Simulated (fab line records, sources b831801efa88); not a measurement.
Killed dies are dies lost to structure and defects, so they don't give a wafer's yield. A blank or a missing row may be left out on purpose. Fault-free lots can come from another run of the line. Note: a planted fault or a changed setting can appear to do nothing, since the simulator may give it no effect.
Chamber matching | flow sky130 | 4 sister chambers for SKY_FIELD_ISO_ETCH_15 on rie diel-01
The step etches the open film in CHF3/O2, stops on Si, target depth 180 nm, time 72 s. 14 wafers are shown with their chamber, then 7 later ones without.

== WAFERS, EACH WITH ITS CHAMBER ==
wafer  | chamber | drypump motor current A (A) | throttle valve pct (%) | oes product au (a.u.)
L769.1 | 1       | 4.7                         | 8.852                  | 0.947
L769.3 | 3       | 5.4                         | 8.837                  | 0.949
L769.6 | 2       | 5.9                         | 8.832                  | 0.940
L772.1 | 2       | 5.9                         | 8.835                  | 0.940
L772.2 | 3       | 5.3                         | 8.845                  | 0.945
L772.3 | 1       | 4.6                         | 8.840                  | 0.940
L774.2 | 2       | 5.8                         | 8.862                  | 0.952
L774.5 | 0       | 5.6                         | 8.844                  | 0.946
L774.6 | 1       | 4.7                         | 8.864                  | 0.944
L778.1 | 2       | 5.9                         | 8.852                  | 0.961
L778.3 | 0       | 5.6                         | 8.833                  | 0.954
L778.5 | 1       | 4.6                         | 8.853                  | 0.947
L783.2 | 1       | 4.6                         | 8.848                  | 0.959
L783.3 | 3       | 5.3                         | 8.847                  | 0.948

SIGNATURES, as means of the wafers listed above
reading                 | chamber 0 | chamber 1 | chamber 2 | chamber 3 | scatter within a chamber
drypump motor current A | 5.600     | 4.640     | 5.875     | 5.333     | 0.0512
throttle valve pct      | 8.83850   | 8.85140   | 8.84525   | 8.84300   | 0.0101
oes product au          | 0.95000   | 0.94740   | 0.94825   | 0.94733   | 0.00745
Rule: for a wafer and a chamber, the distance is found by dividing, reading by reading, the gap between the wafer's reading and the chamber's mean by the reading's scatter, squaring, summing and taking the root. The wafer belongs to the nearest chamber; if the next one is less than 2 further off, it can't be placed. The scatter: take each reading less its chamber's mean, square it, sum over the shown wafers, divide by the number of wafers less the number of chambers, and take the root.

== WAFERS MISSING THEIR CHAMBER ==
wafer  | drypump motor current A (A) | throttle valve pct (%) | oes product au (a.u.)
L783.5 | 4.6                         | 8.856                  | 0.963
L784.2 | 5.6                         | 8.854                  | 0.941
L784.3 | 5.4                         | 8.824                  | 0.957
L784.5 | 4.7                         | 8.834                  | 0.953
L787.3 | 5.8                         | 8.857                  | 0.955
L787.4 | 5.4                         | 8.853                  | 0.953
L787.6 | 5.8                         | 8.855                  | 0.954

== WHICH CHAMBER EACH ONE RAN IN ==
wafer  | from the rows above     | in truth
L783.5 | 1                       | 1
L784.2 | 0                       | 0
L784.3 | can't be placed: 3 or 0 | 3
L784.5 | 1                       | 1
L787.3 | 2                       | 2
L787.4 | 3                       | 3
L787.6 | 2                       | 2
6 of 7 placed correctly. Cannot be placed on the basis of these rows: 1; the candidates contain the true chamber in 1. 0 placed wrongly.
